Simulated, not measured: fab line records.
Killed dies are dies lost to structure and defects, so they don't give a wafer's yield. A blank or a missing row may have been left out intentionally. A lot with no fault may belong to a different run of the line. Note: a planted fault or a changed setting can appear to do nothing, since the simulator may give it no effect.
8D (eight disciplines) problem report, filled in by code	flow gf180mcu	the parts of the form that need people (team, actions taken, sign-off) are left out

== 1. THE PROBLEM ==
Wafers free of any fault read 0.327 ohm/sq (standard deviation 0.0034) for V4_W_RS at GF_V4_RS_MEAS_24, against a mean of 0.305 ohm/sq on 3 wafers of 2 lots. That is -6.4 standard deviations from the usual mean.
The step: measures by four-point-probe.
Earliest sighting: wafer L493.1 on film_metro-04 at day 28 11:48. Wafers with a number at this step in the record: 36, from 12 lots. Rule for "out", or "out of limits": more than 4 standard deviations from the usual mean. Any other wafer with a number is counted as sound.

== 2. WHAT IT IS AND WHAT IT IS NOT ==
question	is	is not
which readings at this step	V4_W_RS	-
which lots	L493, L494	L481, L482, L483, L484, L485, L486, L487, L488, L498, L503
which wafers of those lots	L493.1, L493.6, L494.3	L493.5, L494.1, L494.5
read on which gauges	film_metro-04	film_metro-02, film_metro-03
when	from day 28 11:48	up to then (25 sound wafers); but 8 sound wafers of L494, L498, L503 came after

== 3. SUSPECTS, AND WHAT RULES EACH OUT ==
Counting: if a tool at a process step up to the reading ran every lot that is out, it stays a suspect. Sound lots after the first of them don't rule it out here, since some wafers of a struck lot are sound.
- ruled out: the gauge at GF_V4_RS_MEAS_24. All the wafers that are out were read on film_metro-04, but those of them that GF_V4_CVD_23 has rows for are out there too, on other tools.
- cvd_w-02 at GF_V4_CVD_23 (deposits W, target thk 350 nm, time 104.9 s): kept. Ran every lot that is out, first one L493 (day 28 11:41); last sound lot up to then L488 (day 26 18:42). On those wafers its own readings are out: chamber_pressure_Torr.
- Within cvd_w-02 at GF_V4_CVD_23, the wafers that are out were processed in chamber 1 and their sound lot-mates in chamber 0.
Remaining after the count: cvd_w-02 at GF_V4_CVD_23.

== 4. THE CAUSE (what the simulator had put in) ==
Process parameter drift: cvd_w-02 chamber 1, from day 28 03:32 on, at GF_V4_CVD_23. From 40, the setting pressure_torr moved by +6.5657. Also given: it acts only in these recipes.
The count eliminated every tool but this one.

== 5. SEQUENCE OF EFFECTS, ordered by route ==
Each row: a reading whose mean over the struck wafers that have a number lies more than 3 standard deviations from the usual. Readings are gone through only where the record gives a usual standard deviation; hours: the median, over the lots, of the time from a lot's start at the first step in this table giving one to that lot's start at this step; sigmas: the change measured in usual standard deviations.
hours	step	reading	usual	on struck wafers	change	sigmas
0	GF_V4_CVD_23	chamber_pressure_Torr	40.01 Torr	46.61	+6.60	+76
0	GF_V4_RS_MEAS_24	V4_W_RS	0.327 ohm/sq	0.305	-0.022	-6.4
0	GF_V4_THK_MEAS_25	V4_W_THK	349 nm	379	+30	+6.6
Process steps it contains:
- GF_V4_CVD_23: deposits W, target thk 350 nm, time 104.9 s.
At these later measuring or inspecting steps, every struck wafer for which the step has a row has a number for every such reading, and none has moved that far: GF_MIM_RS_MEAS_10.

== 6. HOW IT WOULD HAVE BEEN CAUGHT EARLIER ==
The first out-of-limits reading at a measuring or inspecting step in this record came at day 28 11:48, 8 hours after the fault's start at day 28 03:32.
At GF_V4_CVD_23, the tool's own readings (chamber_pressure_Torr) were out on each struck wafer the step has a row for, so an alarm limit on them would have fired on the first such wafer.
Lots out: 2; of these, L494 started GF_V4_CVD_23 on cvd_w-02 after day 28 11:48. Putting the tool on hold at that point would have spared it.
